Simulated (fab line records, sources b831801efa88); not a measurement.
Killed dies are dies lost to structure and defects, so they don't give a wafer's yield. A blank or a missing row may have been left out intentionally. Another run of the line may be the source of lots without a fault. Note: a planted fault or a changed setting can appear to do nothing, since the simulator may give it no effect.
Split-lot trial -- flow sky130 -- on a route of 708 steps: 5 lots, 23 wafers read

ABOUT THE SPLIT
At SKY_SONOS_TUNNEL_DEVELOP_06 (develop time 60 s), the setting developTimeS was moved away from the recipe's 60 s on 9 of the 23 wafers read, by -10.3% to +7.4%. The other wafers ran this setting at the recipe's value.

No step appears in the file between the split and the reading.

THE READING
cdNm (nm) at SKY_SONOS_TUNNEL_CD_MEAS_07, where the cd target is 410 nm. A value of 410.8 nm with a standard deviation of 2.4 nm is what fault-free wafers of this fab line usually give.

wafer,"tool, chamber at the split","developTimeS as run, s",against the recipe,"cdNm, nm",against lot-mates on the recipe
L074.1,"lithoTrack-01, 0",60,recipe,411.8,-
L074.2,"lithoTrack-01, 0",56.14,-6.4%,405.1,-5.8
L074.3,"lithoTrack-01, 0",56.14,-6.4%,406.5,-4.4
L074.5,"lithoTrack-01, 0",60,recipe,410.0,-
L074.6,"lithoTrack-01, 0",56.14,-6.4%,405.2,-5.7
L079.2,"lithoTrack-01, 0",60,recipe,411.0,-
L079.4,"lithoTrack-01, 0",60,recipe,411.9,-
L079.5,"lithoTrack-01, 0",60,recipe,412.8,-
L081.1,"lithoTrack-01, 0",64.46,+7.4%,415.5,+6.1
L081.2,"lithoTrack-01, 0",64.46,+7.4%,416.1,+6.7
L081.3,"lithoTrack-01, 0",60,recipe,410.0,-
L081.4,"lithoTrack-01, 0",60,recipe,410.2,-
L081.6,"lithoTrack-01, 0",60,recipe,408.1,-
L082.1,"lithoTrack-03, 0",60,recipe,408.1,-
L082.2,"lithoTrack-03, 0",60,recipe,407.8,-
L082.3,"lithoTrack-03, 0",56.08,-6.5%,401.6,-6.9
L082.4,"lithoTrack-03, 0",56.08,-6.5%,404.9,-3.6
L082.6,"lithoTrack-03, 0",60,recipe,409.7,-
L084.1,"lithoTrack-01, 0",60,recipe,411.6,-
L084.2,"lithoTrack-01, 0",60,recipe,410.8,-
L084.3,"lithoTrack-01, 0",60,recipe,411.6,-
L084.4,"lithoTrack-01, 0",53.8,-10.3%,398.9,-12.4
L084.6,"lithoTrack-01, 0",53.8,-10.3%,398.2,-13.1

THE FIT
A straight line over all 23 wafers: cdNm changes by +0.94 nm for each +1% of developTimeS; r = +0.94; the points scatter about the line by 1.7 nm.
The same after taking each lot's own level away (the mean of its wafers on the recipe; 23 wafers): +0.989 nm for each +1%; r = +0.96; scatter 1.3 nm.
On that fit, the largest move of developTimeS shifts the reading by 10 nm.
From 408.53 to 411.90 nm: that is the span of the lots' own levels, equal to 1.4 times the standard deviation above.
The two slopes are in agreement: the lot-to-lot level therefore moves the slope only a little.
Check: -9.74 nm against its lot-mates is what the line predicts for one of the wafers moved furthest among these (-10.3%) when that wafer is left out of the fit. Against them it came out at -12.4 nm.

OTHER SPLITS ON THESE WAFERS
Before the reading, these wafers also passed through other splits. Each is held against what the fit with the lots' levels taken away leaves over:
other split on the same wafers,wafers away from the commonest value,r with cdNm (lot level and that fit taken away)
SKY_VT_ADJUST_LVTN_STRIP_20 o2FlowSccm,6,-0.12
SKY_VT_ADJUST_HVTR_COAT_02 resistThkNm,9,+0.45
SKY_VT_ADJUST_HVTR_IMPLANT_09 doseCm2,8,-0.04
SKY_VT_ADJUST_PCH_STRIP_09 powerW,7,+0.13

THE FILE'S OWN FIT
cdNm changes by +1.01 nm for each +1% of developTimeS, r = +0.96.
